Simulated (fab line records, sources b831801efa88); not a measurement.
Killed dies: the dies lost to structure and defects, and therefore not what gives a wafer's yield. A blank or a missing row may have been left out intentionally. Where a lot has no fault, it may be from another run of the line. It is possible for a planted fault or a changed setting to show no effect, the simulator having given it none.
Chamber matching -- flow sky130 -- cmp-01 running SKY_VIA2_CMP_02: 4 sister chambers
The step polishes SiO2. 16 wafers are shown with their chamber, then 8 later ones without.

## EACH WAFER AND ITS CHAMBER
wafer,chamber,motorCurrentA (A)
L883.1,2,11.9
L883.5,0,11.1
L883.6,1,12.0
L884.2,3,12.8
L884.3,0,10.9
L884.5,2,11.7
L887.1,1,11.8
L887.4,0,12.0
L887.5,2,11.5
L886.1,1,12.0
L886.2,3,12.3
L886.6,2,12.7
L889.3,2,12.6
L889.4,1,11.8
L889.6,0,11.0
L890.1,0,11.4

SIGNATURES, as means of the wafers listed above
reading,chamber 0,chamber 1,chamber 2,chamber 3,scatter within a chamber
motorCurrentA,11.280,11.900,12.080,12.550,0.42
Rule: distance of a wafer from a chamber = root of the sum over the readings of ((wafer's reading minus chamber's mean) / reading's scatter) squared. If the next closest chamber is less than 2 further off than the closest, the wafer can't be placed; otherwise it belongs to the closest. The scatter: the root of (the sum of the squares of (reading less its chamber's mean) over the shown wafers, divided by (wafers less chambers)).

## WAFERS MISSING THEIR CHAMBER
wafer,motorCurrentA (A)
L890.2,10.9
L890.3,12.0
L893.4,12.9
L893.5,11.6
L893.6,12.5
L904.1,11.1
L904.2,12.1
L904.4,11.6

## THE CHAMBER EACH PASSED THROUGH
wafer,from the rows above,in truth
L890.2,can't be placed: 0 or 1 or 2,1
L890.3,can't be placed: 2 or 1 or 3 or 0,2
L893.4,can't be placed: 3 or 2 or 1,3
L893.5,can't be placed: 1 or 0 or 2 or 3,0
L893.6,can't be placed: 3 or 2 or 1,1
L904.1,can't be placed: 0 or 1 or 2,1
L904.2,can't be placed: 2 or 1 or 3 or 0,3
L904.4,can't be placed: 1 or 0 or 2 or 3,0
Placed correctly: 0 of 8. Can't be placed from these rows: 8 (the true chamber is among the candidates in 8). Placed wrongly: 0.
